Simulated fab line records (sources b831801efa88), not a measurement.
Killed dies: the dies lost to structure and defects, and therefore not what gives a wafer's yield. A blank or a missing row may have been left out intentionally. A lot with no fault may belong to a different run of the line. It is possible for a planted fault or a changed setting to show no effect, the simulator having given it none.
Which tool was responsible? + flow gf180mcu + Sampling: 24 lots, 72 wafers, 6 of 602 route steps

WHAT THE GAUGES READ, wafer by wafer
GF_V5_THK_MEAS_25: measures by xrf. Usual: V5_W_THK typically reads 351 nm, with standard deviation 3.9.
| lot  | measured     | on           | V5_W_THK (nm) | flag |
|------|--------------|--------------|---------------|------|
| L074 | day 27 09:46 | filmMetro-04 | 346 354 350   |      |
| L075 | day 27 19:32 | filmMetro-02 | 355 358 357   |      |
| L076 | day 28 02:08 | filmMetro-01 | 352 347 353   |      |
| L077 | day 28 10:34 | filmMetro-02 | 355 348 354   |      |
| L078 | day 28 20:43 | filmMetro-02 | 353 354 358   |      |
| L079 | day 29 00:47 | filmMetro-02 | 352 354 351   |      |
| L080 | day 29 15:53 | filmMetro-02 | 352 350 352   |      |
| L081 | day 29 21:36 | filmMetro-01 | 347 346 350   |      |
| L082 | day 29 22:32 | filmMetro-01 | 354 349 351   |      |
| L084 | day 30 08:41 | filmMetro-01 | 358 353 357   |      |
| L083 | day 30 11:24 | filmMetro-02 | 345 346 348   |      |
| L085 | day 31 01:11 | filmMetro-01 | 356 350 351   |      |
| L086 | day 31 03:43 | filmMetro-02 | 345 348 345   |      |
| L087 | day 31 12:23 | filmMetro-04 | 349 349 347   |      |
| L088 | day 31 14:44 | filmMetro-02 | 345 351 346   |      |
| L089 | day 31 19:38 | filmMetro-02 | 347 346 345   |      |
| L090 | day 31 21:30 | filmMetro-02 | 355 356 355   |      |
| L091 | day 32 04:07 | filmMetro-04 | 345 344 350   |      |
| L092 | day 32 14:13 | filmMetro-02 | 356 355 354   |      |
| L093 | day 32 20:57 | filmMetro-02 | 353 343 352   |      |
| L094 | day 33 02:02 | filmMetro-02 | 352 360 350   |      |
| L095 | day 33 06:07 | filmMetro-01 | 349 346 356   |      |
| L096 | day 33 21:11 | filmMetro-01 | 353 347 352   |      |
| L097 | day 33 22:24 | filmMetro-02 | 358 356 354   |      |

GF_TOP_METAL_OVL_MEAS_15. Usual: TOP_METAL_OVL typically reads 0.7 nm, with standard deviation 1.2.
| lot  | measured     | on         | TOP_METAL_OVL (nm) | flag |
|------|--------------|------------|--------------------|------|
| L074 | day 28 06:37 | overlay-02 | 0.4 1.6 0.1        |      |
| L075 | day 28 16:06 | overlay-01 | 0.1 0.5 1.2        |      |
| L076 | day 28 22:13 | overlay-01 | 1.4 0.8 0.8        |      |
| L077 | day 29 06:33 | overlay-01 | 1.8 1.6 3.0        |      |
| L078 | day 29 16:08 | overlay-01 | 1.0 -0.4 2.6       |      |
| L079 | day 29 20:09 | overlay-01 | 0.4 1.3 -0.4       |      |
| L080 | day 30 10:28 | overlay-01 | 0.6 1.8 3.4        |      |
| L081 | day 30 16:41 | overlay-01 | 0.0 1.6 3.0        |      |
| L082 | day 30 17:54 | overlay-01 | 1.6 2.3 3.1        |      |
| L084 | day 31 03:06 | overlay-01 | 0.7 0.0 0.6        |      |
| L083 | day 31 06:35 | overlay-01 | 1.2 -1.1 -1.2      |      |
| L085 | day 31 19:56 | overlay-02 | 0.2 0.6 0.0        |      |
| L086 | day 31 21:39 | overlay-01 | 0.2 0.4 0.1        |      |
| L087 | day 32 06:32 | overlay-02 | 2.3 2.0 2.1        |      |
| L088 | day 32 07:48 | overlay-02 | 1.5 3.2 0.6        |      |
| L089 | day 32 12:50 | overlay-02 | 0.7 1.9 0.2        |      |
| L090 | day 32 15:03 | overlay-01 | -0.4 -1.5 0.0      |      |
| L091 | day 32 21:47 | overlay-02 | -1.8 -0.8 -0.5     |      |
| L092 | day 33 07:05 | overlay-02 | 0.5 0.4 -0.1       |      |
| L093 | day 33 12:44 | overlay-01 | -1.3 -0.4 -1.4     |      |
| L094 | day 33 17:59 | overlay-01 | 2.5 1.7 1.0        |      |
| L095 | day 33 22:39 | overlay-02 | 1.2 2.3 1.4        |      |
| L096 | day 34 13:17 | overlay-01 | 1.1 -1.5 0.0       |      |
| L097 | day 34 13:58 | overlay-02 | 2.0 -1.3 -1.1      |      |

WHICH TOOL RAN EACH LOT (tool, then ch and the chambers of the sampled wafers, then the start)
| lot  | GF_M2_SPUTTER_02            | GF_V2_STRIP_18                      | GF_M3_SPUTTER_00            | GF_V4_CVD_23                 |
|------|-----------------------------|-------------------------------------|-----------------------------|------------------------------|
| L074 | pvdSputter-04, day 18 06:54 | plasmaAsher-04 ch 0,1, day 20 08:38 | pvdSputter-03, day 20 10:16 | cvdW-02 ch 0,1, day 24 12:56 |
| L075 | pvdSputter-03, day 18 19:39 | plasmaAsher-02 ch 0,1, day 20 22:01 | pvdSputter-04, day 20 23:35 | cvdW-02 ch 0,1, day 25 01:07 |
| L076 | pvdSputter-04, day 19 00:46 | plasmaAsher-04 ch 0,1, day 21 03:03 | pvdSputter-03, day 21 04:38 | cvdW-01 ch 0,1, day 25 05:23 |
| L077 | pvdSputter-04, day 19 13:53 | plasmaAsher-04 ch 0,1, day 21 16:29 | pvdSputter-03, day 21 18:11 | cvdW-02 ch 0,1, day 25 17:50 |
| L078 | pvdSputter-04, day 20 04:29 | plasmaAsher-02 ch 0,1, day 22 05:16 | pvdSputter-04, day 22 06:51 | cvdW-02 ch 0,1, day 26 04:41 |
| L079 | pvdSputter-03, day 20 06:15 | plasmaAsher-03 ch 0,1, day 22 07:27 | pvdSputter-01, day 22 08:50 | cvdW-02 ch 0,1, day 26 07:53 |
| L080 | pvdSputter-04, day 21 02:19 | plasmaAsher-03 ch 0,1, day 23 03:40 | pvdSputter-03, day 23 04:53 | cvdW-01 ch 0,1, day 27 00:48 |
| L081 | pvdSputter-04, day 21 08:52 | plasmaAsher-02 ch 0,1, day 23 09:22 | pvdSputter-03, day 23 10:42 | cvdW-02 ch 0,1, day 27 06:46 |
| L082 | pvdSputter-02, day 21 09:16 | plasmaAsher-02 ch 0,1, day 23 09:43 | pvdSputter-04, day 23 11:54 | cvdW-02 ch 0,1, day 27 08:14 |
| L084 | pvdSputter-03, day 21 23:57 | plasmaAsher-03 ch 0,1, day 23 22:39 | pvdSputter-03, day 24 00:14 | cvdW-02 ch 0, day 27 19:01   |
| L083 | pvdSputter-02, day 22 03:28 | plasmaAsher-04 ch 0,1, day 24 03:27 | pvdSputter-03, day 24 04:41 | cvdW-02 ch 0, day 27 21:53   |
| L085 | pvdSputter-03, day 22 20:04 | plasmaAsher-03 ch 0,1, day 24 18:58 | pvdSputter-03, day 24 20:12 | cvdW-01 ch 0,1, day 28 12:47 |
| L086 | pvdSputter-04, day 22 23:26 | plasmaAsher-02 ch 0,1, day 24 21:47 | pvdSputter-01, day 24 23:00 | cvdW-01 ch 0,1, day 28 15:26 |
| L087 | pvdSputter-03, day 23 09:05 | plasmaAsher-03 ch 0,1, day 25 07:10 | pvdSputter-01, day 25 08:23 | cvdW-01 ch 0,1, day 29 00:53 |
| L088 | pvdSputter-03, day 23 12:40 | plasmaAsher-02 ch 0,1, day 25 11:31 | pvdSputter-01, day 25 12:44 | cvdW-02 ch 0,1, day 29 03:02 |
| L089 | pvdSputter-03, day 23 18:56 | plasmaAsher-04 ch 0,1, day 25 16:24 | pvdSputter-01, day 25 17:37 | cvdW-01 ch 0,1, day 29 08:06 |
| L090 | pvdSputter-04, day 23 23:16 | plasmaAsher-02 ch 0,1, day 25 20:16 | pvdSputter-01, day 25 21:31 | cvdW-01 ch 1, day 29 11:35   |
| L091 | pvdSputter-03, day 24 07:34 | plasmaAsher-03 ch 0,1, day 26 04:07 | pvdSputter-04, day 26 05:55 | cvdW-02 ch 0,1, day 29 18:54 |
| L092 | pvdSputter-04, day 24 19:05 | plasmaAsher-03 ch 1, day 26 15:27   | pvdSputter-01, day 26 16:40 | cvdW-01 ch 0,1, day 30 05:26 |
| L093 | pvdSputter-03, day 25 04:58 | plasmaAsher-04 ch 0,1, day 27 01:20 | pvdSputter-01, day 27 02:35 | cvdW-02 ch 0,1, day 30 13:16 |
| L094 | pvdSputter-04, day 25 10:34 | plasmaAsher-04 ch 0,1, day 27 06:27 | pvdSputter-01, day 27 07:40 | cvdW-01 ch 0,1, day 30 19:08 |
| L095 | pvdSputter-03, day 25 16:52 | plasmaAsher-04 ch 0,1, day 27 12:25 | pvdSputter-04, day 27 13:45 | cvdW-01 ch 0,1, day 30 23:07 |
| L096 | pvdSputter-03, day 26 12:10 | plasmaAsher-04 ch 0,1, day 28 07:07 | pvdSputter-03, day 28 08:20 | cvdW-01 ch 0,1, day 31 16:04 |
| L097 | pvdSputter-04, day 26 13:29 | plasmaAsher-02 ch 0,1, day 28 07:48 | pvdSputter-04, day 28 09:02 | cvdW-01 ch 0,1, day 31 17:03 |
- GF_M2_SPUTTER_02: material AlCu, target thk 450 nm, time 23.9 s.
- GF_V2_STRIP_18: strips in O2/N2.
- GF_M3_SPUTTER_00: material Ti, target thk 37.5 nm, time 150 s.
- GF_V4_CVD_23: deposits W, target thk 350 nm, time 104.9 s.

AS READ BY THE TOOLS THEMSELVES (means over the sampled wafers that have a number; for cases with no such wafer, the mark the record gives instead)
GF_M2_SPUTTER_02. Usual: throttleValvePct at 30.3 %, with a standard deviation of 1.4.
| lot  | tool          | throttleValvePct (%) | flag |
|------|---------------|----------------------|------|
| L074 | pvdSputter-04 | 32.3                 |      |
| L075 | pvdSputter-03 | 30.2                 |      |
| L076 | pvdSputter-04 | 30.8                 |      |
| L077 | pvdSputter-04 | 32.2                 |      |
| L078 | pvdSputter-04 | 31.4                 |      |
| L079 | pvdSputter-03 | 30.1                 |      |
| L080 | pvdSputter-04 | 30.9                 |      |
| L081 | pvdSputter-04 | 29.8                 |      |
| L082 | pvdSputter-02 | 29.7                 |      |
| L084 | pvdSputter-03 | 30.2                 |      |
| L083 | pvdSputter-02 | 31.5                 |      |
| L085 | pvdSputter-03 | 30.2                 |      |
| L086 | pvdSputter-04 | 30.0                 |      |
| L087 | pvdSputter-03 | 30.3                 |      |
| L088 | pvdSputter-03 | 30.2                 |      |
| L089 | pvdSputter-03 | 30.0                 |      |
| L090 | pvdSputter-04 | 30.8                 |      |
| L091 | pvdSputter-03 | 29.9                 |      |
| L092 | pvdSputter-04 | 30.8                 |      |
| L093 | pvdSputter-03 | 29.9                 |      |
| L094 | pvdSputter-04 | 29.7                 |      |
| L095 | pvdSputter-03 | 30.1                 |      |
| L096 | pvdSputter-03 | 29.8                 |      |
| L097 | pvdSputter-04 | 29.7                 |      |

GF_V2_STRIP_18. Usual: drypumpMotorCurrentA 5.6 A, standard deviation 0.62; heaterPowerW 325 W, standard deviation 38; o2FlowSccm 3000 sccm, standard deviation 9.9; oesProductAu 0.592 a.u., standard deviation 0.0046.
| lot  | tool           | drypumpMotorCurrentA (A) | heaterPowerW (W) | o2FlowSccm (sccm) | oesProductAu (a.u.) | flag |
|------|----------------|--------------------------|------------------|-------------------|---------------------|------|
| L074 | plasmaAsher-04 | 6.0                      | 342              | 2998              | 0.595               |      |
| L075 | plasmaAsher-02 | 5.3                      | 293              | 2993              | 0.590               |      |
| L076 | plasmaAsher-04 | 6.0                      | 343              | 2997              | 0.594               |      |
| L077 | plasmaAsher-04 | 5.9                      | 312              | 3008              | 0.592               |      |
| L078 | plasmaAsher-02 | 5.8                      | 326              | 3010              | 0.593               |      |
| L079 | plasmaAsher-03 | 5.5                      | 333              | 3007              | 0.591               |      |
| L080 | plasmaAsher-03 | 5.5                      | 330              | 2997              | 0.594               |      |
| L081 | plasmaAsher-02 | 5.2                      | 297              | 3001              | 0.591               |      |
| L082 | plasmaAsher-02 | 5.3                      | 296              | 3004              | 0.594               |      |
| L084 | plasmaAsher-03 | 5.1                      | 331              | 2998              | 0.594               |      |
| L083 | plasmaAsher-04 | 6.0                      | 348              | 2998              | 0.594               |      |
| L085 | plasmaAsher-03 | 5.1                      | 334              | 2993              | 0.593               |      |
| L086 | plasmaAsher-02 | 5.8                      | 329              | 3009              | 0.595               |      |
| L087 | plasmaAsher-03 | 5.5                      | 331              | 2998              | 0.592               |      |
| L088 | plasmaAsher-02 | 5.8                      | 326              | 3011              | 0.590               |      |
| L089 | plasmaAsher-04 | 5.9                      | 318              | 2999              | 0.591               |      |
| L090 | plasmaAsher-02 | 5.8                      | 327              | 3009              | 0.592               |      |
| L091 | plasmaAsher-03 | 5.5                      | 334              | 2994              | 0.591               |      |
| L092 | plasmaAsher-03 | 5.8                      | 336              | 3008              | 0.598               |      |
| L093 | plasmaAsher-04 | 6.0                      | 343              | 3010              | 0.594               |      |
| L094 | plasmaAsher-04 | 5.9                      | 321              | 2994              | 0.591               |      |
| L095 | plasmaAsher-04 | 6.0                      | 349              | 3004              | 0.589               |      |
| L096 | plasmaAsher-04 | 5.9                      | 319              | 3005              | 0.589               |      |
| L097 | plasmaAsher-02 | 5.3                      | 293              | 3000              | 0.596               |      |

GF_M3_SPUTTER_00. Usual: throttleValvePct at 30.2 %, with a standard deviation of 1.1.
| lot  | tool          | throttleValvePct (%) | flag |
|------|---------------|----------------------|------|
| L074 | pvdSputter-03 | 29.9                 |      |
| L075 | pvdSputter-04 | 29.8                 |      |
| L076 | pvdSputter-03 | 30.3                 |      |
| L077 | pvdSputter-03 | 30.5                 |      |
| L078 | pvdSputter-04 | 29.8                 |      |
| L079 | pvdSputter-01 | 30.3                 |      |
| L080 | pvdSputter-03 | 30.1                 |      |
| L081 | pvdSputter-03 | 30.4                 |      |
| L082 | pvdSputter-04 | 30.8                 |      |
| L084 | pvdSputter-03 | 30.3                 |      |
| L083 | pvdSputter-03 | 29.9                 |      |
| L085 | pvdSputter-03 | 30.3                 |      |
| L086 | pvdSputter-01 | 30.5                 |      |
| L087 | pvdSputter-01 | 30.2                 |      |
| L088 | pvdSputter-01 | 30.3                 |      |
| L089 | pvdSputter-01 | 30.3                 |      |
| L090 | pvdSputter-01 | 30.3                 |      |
| L091 | pvdSputter-04 | 31.1                 |      |
| L092 | pvdSputter-01 | 30.4                 |      |
| L093 | pvdSputter-01 | 30.4                 |      |
| L094 | pvdSputter-01 | 30.4                 |      |
| L095 | pvdSputter-04 | 29.9                 |      |
| L096 | pvdSputter-03 | 29.7                 |      |
| L097 | pvdSputter-04 | 29.8                 |      |

GF_V4_CVD_23. Usual: heaterPowerW 914 W, standard deviation 110; susceptorTempC 400.04 C, standard deviation 0.23.
| lot  | tool    | heaterPowerW (W) | susceptorTempC (C) | flag |
|------|---------|------------------|--------------------|------|
| L074 | cvdW-02 | 1045             | 400.28             |      |
| L075 | cvdW-02 | 1050             | 400.25             |      |
| L076 | cvdW-01 | 800              | 400.43             |      |
| L077 | cvdW-02 | 1063             | 399.99             |      |
| L078 | cvdW-02 | 1044             | 400.00             |      |
| L079 | cvdW-02 | 1036             | 399.82             |      |
| L080 | cvdW-01 | 804              | 399.94             |      |
| L081 | cvdW-02 | 1011             | 399.95             |      |
| L082 | cvdW-02 | 1039             | 400.26             |      |
| L084 | cvdW-02 | 979              | 400.00             |      |
| L083 | cvdW-02 | 973              | 399.92             |      |
| L085 | cvdW-01 | 794              | 399.78             |      |
| L086 | cvdW-01 | 790              | 400.04             |      |
| L087 | cvdW-01 | 830              | 400.10             |      |
| L088 | cvdW-02 | 1001             | 400.19             |      |
| L089 | cvdW-01 | 818              | 400.00             |      |
| L090 | cvdW-01 | 781              | 399.92             |      |
| L091 | cvdW-02 | 1026             | 400.21             |      |
| L092 | cvdW-01 | 814              | 399.91             |      |
| L093 | cvdW-02 | 997              | 400.28             |      |
| L094 | cvdW-01 | 822              | 399.87             |      |
| L095 | cvdW-01 | 804              | 400.13             |      |
| L096 | cvdW-01 | 782              | 399.98             |      |
| L097 | cvdW-01 | 795              | 399.83             |      |

THE ANSWER, worked out from the rows above alone
Rule: a lot counts as off when the mean over its wafers that have a number is more than 3 standard deviations away from the usual mean. A lot without any number at a reading at which 4 lots or more have one is off too. Any other lot the step has rows for is counted as sound. First the gauges in route order, then the tools' own readings, where a lot's mean is used as printed above. The first step at which some lot is off is used, and at that step the reading that is off furthest; a lot without a number counts as furthest.
Nothing can be told from this: no lot is off at any reading shown.

WHAT THE SIMULATOR HAD INSERTED
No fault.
